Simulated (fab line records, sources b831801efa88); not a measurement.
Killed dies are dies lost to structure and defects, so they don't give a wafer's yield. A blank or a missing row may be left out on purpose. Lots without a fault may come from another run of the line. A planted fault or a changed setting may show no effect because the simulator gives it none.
Which tool did it? | flow sky130 | 14 lots, 42 wafers sampled, at 4 steps of a route of 708

WHAT THE GAUGES READ, wafer by wafer
SKY_VIA4_RS_MEAS_19: measures by four-point-probe.
lot  | measured     | on            | VIA4_W_RS (ohm/sq)
L109 | day 42 23:50 | film_metro-01 | 0.225 0.225 0.226
L110 | day 43 16:09 | film_metro-04 | 0.227 0.228 0.226
L114 | day 44 21:01 | film_metro-03 | 0.233 0.227 0.228
L115 | day 45 00:41 | film_metro-01 | 0.225 0.225 0.223
L119 | day 45 23:57 | film_metro-04 | 0.231 0.233 0.229
L122 | day 46 20:24 | film_metro-04 | 0.225 0.224 0.231
L123 | day 46 22:38 | film_metro-01 | 0.230 0.228 0.226
L124 | day 47 05:34 | film_metro-03 | 0.230 0.236 0.232
L126 | day 47 12:28 | film_metro-04 | 0.223 0.224 0.225
L127 | day 47 17:57 | film_metro-01 | 0.229 0.230 0.230
L128 | day 47 21:09 | film_metro-03 | 0.227 0.228 0.228
L129 | day 48 05:17 | film_metro-01 | 0.228 0.228 0.227
L130 | day 48 22:48 | film_metro-01 | 0.220 0.218 0.226
L131 | day 48 23:55 | film_metro-01 | 0.227 0.226 0.226

SKY_PASSIVATION_THK_MEAS_01.
lot  | measured     | on            | PASSIVATION_CVD_00_THK (nm)
L109 | day 44 01:07 | film_metro-04 | 88.8 89.3 90.8
L110 | day 44 15:37 | film_metro-01 | 87.8 90.4 90.4
L114 | day 45 17:51 | film_metro-02 | 89.1 87.6 90.8
L115 | day 45 23:15 | film_metro-01 | 88.9 91.3 90.4
L119 | day 46 22:13 | film_metro-04 | 90.0 91.4 91.6
L122 | day 47 17:46 | film_metro-02 | 91.3 89.1 91.9
L123 | day 47 19:58 | film_metro-01 | 88.7 89.6 89.6
L124 | day 48 03:16 | film_metro-01 | 89.0 89.8 92.1
L126 | day 48 09:14 | film_metro-04 | 87.2 88.2 89.8
L127 | day 48 14:01 | film_metro-04 | 90.0 92.3 89.8
L128 | day 48 17:16 | film_metro-04 | 88.3 89.2 90.2
L129 | day 49 01:58 | film_metro-01 | 88.6 87.4 89.6
L130 | day 49 18:25 | film_metro-04 | 87.6 89.3 91.1
L131 | day 49 18:44 | film_metro-01 | 87.8 87.7 90.3

WHICH TOOL RAN EACH LOT (tool, then ch and the chambers of the sampled wafers, then the start)
lot  | SKY_CONTACT_SPUTTER_23       | SKY_VIA4_SPUTTER_17
L109 | pvd_sputter-02, day 31 20:44 | pvd_sputter-02, day 42 23:37
L110 | pvd_sputter-02, day 32 15:22 | pvd_sputter-01, day 43 15:56
L114 | pvd_sputter-04, day 34 00:08 | pvd_sputter-03, day 44 20:49
L115 | pvd_sputter-01, day 34 04:05 | pvd_sputter-03, day 45 00:28
L119 | pvd_sputter-01, day 35 09:50 | pvd_sputter-02, day 45 23:43
L122 | pvd_sputter-04, day 36 10:07 | pvd_sputter-02, day 46 20:10
L123 | pvd_sputter-02, day 36 15:18 | pvd_sputter-03, day 46 22:14
L124 | pvd_sputter-04, day 36 20:48 | pvd_sputter-01, day 47 05:11
L126 | pvd_sputter-02, day 37 12:04 | pvd_sputter-02, day 47 12:15
L127 | pvd_sputter-04, day 37 14:48 | pvd_sputter-01, day 47 17:32
L128 | pvd_sputter-04, day 37 18:25 | pvd_sputter-02, day 47 20:54
L129 | pvd_sputter-01, day 38 03:45 | pvd_sputter-02, day 48 05:04
L130 | pvd_sputter-02, day 39 03:20 | pvd_sputter-03, day 48 22:34
L131 | pvd_sputter-01, day 39 03:59 | pvd_sputter-01, day 48 23:42
- SKY_CONTACT_SPUTTER_23: material TiN, target thk 20 nm, time 80 s.
- SKY_VIA4_SPUTTER_17: material TiN, target thk 20 nm, time 80 s.

WHAT THE TOOLS THEMSELVES READ (means of the sampled wafers that have a number; where no wafer has one, the mark that the record gives instead)
SKY_CONTACT_SPUTTER_23.
lot  | tool           | throttle_valve_pct (%)
L109 | pvd_sputter-02 | 31.5
L110 | pvd_sputter-02 | 29.5
L114 | pvd_sputter-04 | 31.3
L115 | pvd_sputter-01 | 29.8
L119 | pvd_sputter-01 | 30.4
L122 | pvd_sputter-04 | 31.2
L123 | pvd_sputter-02 | 30.6
L124 | pvd_sputter-04 | 31.1
L126 | pvd_sputter-02 | 30.4
L127 | pvd_sputter-04 | 31.3
L128 | pvd_sputter-04 | 31.6
L129 | pvd_sputter-01 | 30.1
L130 | pvd_sputter-02 | 29.3
L131 | pvd_sputter-01 | 29.9

SKY_VIA4_SPUTTER_17.
lot  | tool           | throttle_valve_pct (%)
L109 | pvd_sputter-02 | 29.6
L110 | pvd_sputter-01 | 29.4
L114 | pvd_sputter-03 | 29.6
L115 | pvd_sputter-03 | 29.9
L119 | pvd_sputter-02 | 30.7
L122 | pvd_sputter-02 | 31.5
L123 | pvd_sputter-03 | 30.0
L124 | pvd_sputter-01 | 30.2
L126 | pvd_sputter-02 | 29.7
L127 | pvd_sputter-01 | 30.4
L128 | pvd_sputter-02 | 31.4
L129 | pvd_sputter-02 | 30.3
L130 | pvd_sputter-03 | 29.8
L131 | pvd_sputter-01 | 30.7

THE ANSWER, worked out from the rows above alone
Rule: what is usual is taken from the lots themselves. Put in order of their means at a reading, lots are off if they are a third of the lots or fewer, leave a main group of 4 or more, and stand apart from it by a gap of 3 or more times the standard deviation of the main group's means; of several such gaps the widest counts. A main group whose means are all the same, to the digits that the tables above print for the reading, isn't used. A lot without any number at a reading at which 4 lots or more have one is off too. The other lots that the step has rows for count as sound. The gauges are gone through in route order, then the tools' own readings, and for those a lot's mean is taken as printed above. The first step at which some lot is off is used, and at that step the reading that is off furthest; a lot without a number counts as furthest.
No lot is off at any reading shown: from this, nothing can be told.

WHAT THE SIMULATOR HAD PUT IN
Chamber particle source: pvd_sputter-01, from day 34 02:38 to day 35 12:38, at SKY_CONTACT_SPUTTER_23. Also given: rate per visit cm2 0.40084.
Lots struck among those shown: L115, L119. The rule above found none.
